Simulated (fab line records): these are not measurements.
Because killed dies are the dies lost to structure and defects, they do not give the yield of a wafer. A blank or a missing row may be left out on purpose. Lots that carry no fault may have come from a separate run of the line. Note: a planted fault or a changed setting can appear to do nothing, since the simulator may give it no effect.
Problem report, 8D (eight disciplines) form, completed by code    flow sky130    the parts of the form that need people (team, actions taken, sign-off) are left out

== 1. WHAT WENT WRONG ==
Wafers without a fault read 7.499e+13, standard deviation 8.9e+10; doseIonsCm2 at SKY_LDD_N_IMPLANT_09 reads a mean of 7.722e+13 on 6 wafers belonging to 2 lots. Measured from the usual mean, that is +25 standard deviations.
The first sign was on wafer L504.1 at day 23 09:54, on implanter-01. Wafers with a number at this step in the record: 42, from 14 lots. The rule behind "out" and "out of limits": a value lying over 4 standard deviations away from the usual mean. The other wafers with a number count as sound.

== 2. WHAT IT IS; WHAT IT IS NOT ==
question                     is                      is not
which readings at this step  doseIonsCm2             -
which lots                   L504, L507              L490, L491, L494, L495, L496, L497, L498, L501, L503, L509, L511, L512
which wafers of those lots   all that have a number  -
read on which tools          implanter-01            implanter-03, implanter-04
when                         from day 23 09:54       up to then (27 sound wafers); but 9 sound wafers of L509, L511, L512 came after

== 3. WHAT RULES OUT EACH SUSPECT ==
Counting: a tool at a process step up to the reading stays a suspect if it ran every lot that is out and no sound lot after the first of them.
- implanter-01 at SKY_LDD_N_IMPLANT_09: kept. All lots that are out passed through it, beginning with L504 at day 23 09:54, and no sound lot followed; its final sound lot before that point was L501 at day 22 06:47. Its own doseIonsCm2 readings are out on those wafers.
The count leaves implanter-01 at SKY_LDD_N_IMPLANT_09.

== 4. THE CAUSE (what the simulator had put in) ==
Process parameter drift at SKY_LDD_N_IMPLANT_09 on implanter-01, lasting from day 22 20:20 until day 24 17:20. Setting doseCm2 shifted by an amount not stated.
Counting left only this tool.

== 5. THE EFFECT CHAIN, in route order ==
One row per reading whose mean, taken over the struck wafers that have a number, lies over 3 standard deviations from the usual. Readings are gone through only where the record gives a usual standard deviation; hours: the median, over the lots, of the time from a lot's start at the first step in this table giving one to that lot's start at this step; sigmas: the change measured in usual standard deviations.
hours  step                  reading      usual      on struck wafers  change      sigmas
0      SKY_LDD_N_IMPLANT_09  doseIonsCm2  7.499e+13  7.722e+13         +2.227e+12  +25
It contains these process steps:
- SKY_LDD_N_IMPLANT_09

== 6. HOW IT WOULD HAVE BEEN CAUGHT EARLIER ==
First out-of-limits reading in this record: day 23 09:54, which is 14 hours after fault onset at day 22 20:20.
